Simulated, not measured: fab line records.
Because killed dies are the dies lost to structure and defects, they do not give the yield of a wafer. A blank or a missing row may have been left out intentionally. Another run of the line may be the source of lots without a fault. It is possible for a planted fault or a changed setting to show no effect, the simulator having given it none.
Matching of chambers / flow sky130 / 4 sister chambers for SKY_POLY_GATE_ETCH_17 on rie-si-01
The step etches poly-Si in HBr/Cl2, stops on SiO2, target depth 180 nm, time 70.5 s. 20 wafers are shown with their chamber, then 10 later ones without.

## WAFERS PAIRED WITH THEIR CHAMBERS
wafer=L563.1; chamber=0; drypump-motor-current-A (A)=6.3; oes-product-au (a.u.)=0.991; throttle-valve-pct (%)=33.680
wafer=L563.3; chamber=3; drypump-motor-current-A (A)=4.8; oes-product-au (a.u.)=0.973; throttle-valve-pct (%)=33.685
wafer=L563.5; chamber=3; drypump-motor-current-A (A)=4.8; oes-product-au (a.u.)=0.977; throttle-valve-pct (%)=33.696
wafer=L564.1; chamber=0; drypump-motor-current-A (A)=6.3; oes-product-au (a.u.)=0.985; throttle-valve-pct (%)=33.683
wafer=L564.3; chamber=1; drypump-motor-current-A (A)=5.9; oes-product-au (a.u.)=0.973; throttle-valve-pct (%)=33.692
wafer=L564.5; chamber=3; drypump-motor-current-A (A)=4.8; oes-product-au (a.u.)=0.976; throttle-valve-pct (%)=33.689
wafer=L565.2; chamber=0; drypump-motor-current-A (A)=6.3; oes-product-au (a.u.)=0.997; throttle-valve-pct (%)=33.691
wafer=L565.3; chamber=3; drypump-motor-current-A (A)=4.8; oes-product-au (a.u.)=0.984; throttle-valve-pct (%)=33.689
wafer=L565.4; chamber=1; drypump-motor-current-A (A)=5.9; oes-product-au (a.u.)=0.973; throttle-valve-pct (%)=33.697
wafer=L571.2; chamber=2; drypump-motor-current-A (A)=5.8; oes-product-au (a.u.)=0.990; throttle-valve-pct (%)=33.672
wafer=L571.3; chamber=0; drypump-motor-current-A (A)=6.3; oes-product-au (a.u.)=0.984; throttle-valve-pct (%)=33.682
wafer=L571.4; chamber=3; drypump-motor-current-A (A)=4.8; oes-product-au (a.u.)=0.982; throttle-valve-pct (%)=33.685
wafer=L572.2; chamber=3; drypump-motor-current-A (A)=4.8; oes-product-au (a.u.)=0.984; throttle-valve-pct (%)=33.679
wafer=L572.3; chamber=1; drypump-motor-current-A (A)=5.9; oes-product-au (a.u.)=0.974; throttle-valve-pct (%)=33.681
wafer=L572.5; chamber=2; drypump-motor-current-A (A)=5.8; oes-product-au (a.u.)=1.006; throttle-valve-pct (%)=33.673
wafer=L573.3; chamber=2; drypump-motor-current-A (A)=5.8; oes-product-au (a.u.)=0.993; throttle-valve-pct (%)=33.692
wafer=L573.5; chamber=2; drypump-motor-current-A (A)=5.7; oes-product-au (a.u.)=0.988; throttle-valve-pct (%)=33.682
wafer=L573.6; chamber=1; drypump-motor-current-A (A)=5.9; oes-product-au (a.u.)=0.978; throttle-valve-pct (%)=33.680
wafer=L580.1; chamber=1; drypump-motor-current-A (A)=5.9; oes-product-au (a.u.)=0.982; throttle-valve-pct (%)=33.671
wafer=L580.3; chamber=2; drypump-motor-current-A (A)=5.8; oes-product-au (a.u.)=0.995; throttle-valve-pct (%)=33.696

SIGNATURES, as means of the wafers listed above
reading=drypump-motor-current-A; chamber 0=6.300; chamber 1=5.900; chamber 2=5.780; chamber 3=4.800; scatter within a chamber=0.0224
reading=oes-product-au; chamber 0=0.98925; chamber 1=0.97600; chamber 2=0.99440; chamber 3=0.97933; scatter within a chamber=0.00545
reading=throttle-valve-pct; chamber 0=33.68400; chamber 1=33.68420; chamber 2=33.68300; chamber 3=33.68717; scatter within a chamber=0.0084
Rule: distance of a wafer from a chamber = root of the sum over the readings of ((wafer's reading minus chamber's mean) / reading's scatter) squared. The wafer belongs to the nearest chamber; if the next one is less than 2 further off, it can't be placed. The scatter: the root of (the sum of the squares of (reading less its chamber's mean) over the shown wafers, divided by (wafers less chambers)).

## WAFERS MISSING THEIR CHAMBER
wafer=L580.4; drypump-motor-current-A (A)=4.8; oes-product-au (a.u.)=0.978; throttle-valve-pct (%)=33.697
wafer=L581.1; drypump-motor-current-A (A)=6.3; oes-product-au (a.u.)=0.998; throttle-valve-pct (%)=33.673
wafer=L581.3; drypump-motor-current-A (A)=5.9; oes-product-au (a.u.)=0.980; throttle-valve-pct (%)=33.692
wafer=L581.4; drypump-motor-current-A (A)=5.9; oes-product-au (a.u.)=0.978; throttle-valve-pct (%)=33.684
wafer=L584.1; drypump-motor-current-A (A)=4.8; oes-product-au (a.u.)=0.987; throttle-valve-pct (%)=33.691
wafer=L584.2; drypump-motor-current-A (A)=6.3; oes-product-au (a.u.)=0.985; throttle-valve-pct (%)=33.690
wafer=L584.4; drypump-motor-current-A (A)=5.8; oes-product-au (a.u.)=0.995; throttle-valve-pct (%)=33.679
wafer=L586.1; drypump-motor-current-A (A)=5.9; oes-product-au (a.u.)=0.979; throttle-valve-pct (%)=33.682
wafer=L586.2; drypump-motor-current-A (A)=5.8; oes-product-au (a.u.)=0.978; throttle-valve-pct (%)=33.699
wafer=L586.5; drypump-motor-current-A (A)=6.3; oes-product-au (a.u.)=0.992; throttle-valve-pct (%)=33.685

## CHAMBER TAKEN BY EACH
wafer=L580.4; from the rows above=3; in truth=3
wafer=L581.1; from the rows above=0; in truth=0
wafer=L581.3; from the rows above=1; in truth=1
wafer=L581.4; from the rows above=1; in truth=1
wafer=L584.1; from the rows above=3; in truth=3
wafer=L584.2; from the rows above=0; in truth=0
wafer=L584.4; from the rows above=2; in truth=2
wafer=L586.1; from the rows above=1; in truth=1
wafer=L586.2; from the rows above=can't be placed: 2 or 1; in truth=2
wafer=L586.5; from the rows above=0; in truth=0
Placed correctly: 9 of 10. From these rows, 1 cannot be placed; in 1 the true chamber is one of the candidates. Number placed wrongly: 0.
